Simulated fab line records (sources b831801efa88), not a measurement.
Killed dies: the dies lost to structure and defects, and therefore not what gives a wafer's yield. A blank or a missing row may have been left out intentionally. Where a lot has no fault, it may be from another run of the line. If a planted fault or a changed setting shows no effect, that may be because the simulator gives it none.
The tool behind it: which one? | flow sky130 | 7 lots (21 wafers sampled), 1 step of a 708-step route

## WHAT THE GAUGES READ, wafer by wafer
SKY_FIELD_ISO_THK_MEAS_04.
lot  | measured    | on           | FIELD_ISO_CVD_03_THK (nm)
L421 | day 1 19:20 | filmMetro-01 | 165.8 167.4 166.7
L423 | day 2 06:15 | filmMetro-03 | 165.0 166.0 164.9
L432 | day 4 05:28 | filmMetro-04 | 164.9 165.3 165.4
L434 | day 4 12:20 | filmMetro-03 | 165.6 165.6 165.7
L438 | day 5 17:11 | filmMetro-04 | 164.4 163.9 166.3
L440 | day 5 23:22 | filmMetro-04 | 164.1 163.5 164.3
L443 | day 6 09:23 | filmMetro-03 | 166.4 166.5 166.7

## WHICH TOOL RAN EACH LOT (tool, then ch and the chambers of the sampled wafers, then the start)
The record holds no process step before these readings.

## THE ANSWER, worked out from the rows above alone
Rule: the usual values come from the lots themselves. Put in order of their means at a reading, lots are off if they are a third of the lots or fewer, leave a main group of 4 or more, and stand apart from it by a gap of 3 or more times the standard deviation of the main group's means; of several such gaps the widest counts. The tables above print the reading to a certain number of digits; a main group whose means all agree to those digits is not used. A lot without any number at a reading at which 4 lots or more have one is off too. All remaining lots with rows at the step are treated as sound.
Across all readings shown, no lot is off: no conclusion can be drawn from this.

## WHAT THE SIMULATOR HAD INSERTED
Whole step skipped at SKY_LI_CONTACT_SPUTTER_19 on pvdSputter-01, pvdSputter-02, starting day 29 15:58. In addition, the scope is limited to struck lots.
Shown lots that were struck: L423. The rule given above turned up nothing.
